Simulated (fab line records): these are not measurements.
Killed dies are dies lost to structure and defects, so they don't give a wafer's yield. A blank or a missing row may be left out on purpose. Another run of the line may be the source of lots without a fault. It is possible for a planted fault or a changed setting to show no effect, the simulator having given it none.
A single fault, viewed from 2 desks    flow sky130    each desk has only its own numbers; what lay behind them comes last

## METROLOGY DESK
Lot by lot, what the gauges showed, no matter which tool ran the lot: averages of those sampled wafers that carry a number. A lot is out of limits, marked OUT, if its mean lies more than 4 standard deviations from the usual mean; the brackets give that distance.
Columns: A = NWELL_TW at SKY_NWELL_TW_MEAS_15, usual 1820; B = VT_ADJUST_LVTN_2_TW at SKY_VT_ADJUST_LVTN_TW_MEAS_21, usual 188.1; C = GATE_OXIDE_TW at SKY_GATE_OXIDE_TW_MEAS_14, usual 224.9; D = POLY_GATE_OXIDATION_THK at SKY_POLY_GATE_THK_MEAS_21, usual 4.00 nm
lot   first seen here  A     B               C      D
L786  day 4 20:32      1833  187.6           227.3  3.99
L787  day 5 00:08      1801  187.2           226.8  3.89
L789  day 5 14:56      1847  187.2           226.2  4.02
L791  day 5 20:59      1826  185.9           225.3  4.12
L792  day 6 05:01      1815  188.4           221.3  3.98
L797  day 7 13:27      1799  30.1 (-83) OUT  -      -
L798  day 7 18:21      1804  29.7 (-83) OUT  -      -
L799  day 8 00:00      1832  189.9           220.2  4.03
L800  day 8 04:36      1832  190.3           226.4  4.05
L803  day 9 00:01      1805  188.1           226.6  3.94
L805  day 9 09:53      1793  187.2           226.7  3.90
L804  day 9 15:26      1793  185.1           222.1  3.97
L807  day 9 22:42      1834  185.6           227.1  4.00
L808  day 10 03:33     1803  188.0           221.5  3.90
This desk's result: L797, L798 out of limits, first on L797 (VT_ADJUST_LVTN_2_TW at SKY_VT_ADJUST_LVTN_TW_MEAS_21), day 11 04:41. In limits: L786, L787, L789, L791, L792, L799, L800, L803, L805, L804, L807, L808.

## FOR THE TOOL OWNER'S DESK: implanter-04
The tool's own readings at SKY_VT_ADJUST_LVTN_IMPLANT_19: means of the sampled wafers that have a number, for each lot that ran on this tool. A lot is out of limits, marked OUT, if its mean lies more than 4 standard deviations from the usual mean; the brackets give that distance.
Columns: A = beam_energy_keV at SKY_VT_ADJUST_LVTN_IMPLANT_19, usual 30.000; B = beam_on_s at SKY_VT_ADJUST_LVTN_IMPLANT_19, usual 10.00 s
lot   first seen here  A       B
L787  day 8 06:03      29.998  10.07
L791  day 9 05:24      29.997  10.20
L799  day 11 16:59     30.001  10.15
L803  day 12 19:55     30.004  10.00
L808  day 14 04:05     30.007  9.80
Finding of this desk: none of the 5 lots has anything out of limits.

## PUT TOGETHER
On L797, L798, the metrology desk was in a position to raise an alarm at day 11 04:41.
The tool owner's desk saw nothing out of limits.
The tool owner's desk has no number on record for L797, L798.
Every lot named ran SKY_VT_ADJUST_LVTN_IMPLANT_19 on implanter-04.

## WHAT THE SIMULATOR HAD PUT IN
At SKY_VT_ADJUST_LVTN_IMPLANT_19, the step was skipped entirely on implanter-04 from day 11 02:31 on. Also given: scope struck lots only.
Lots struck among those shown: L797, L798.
Time in hours between the start of the fault and the first out-of-limits reading at each desk: metrology desk, 2.
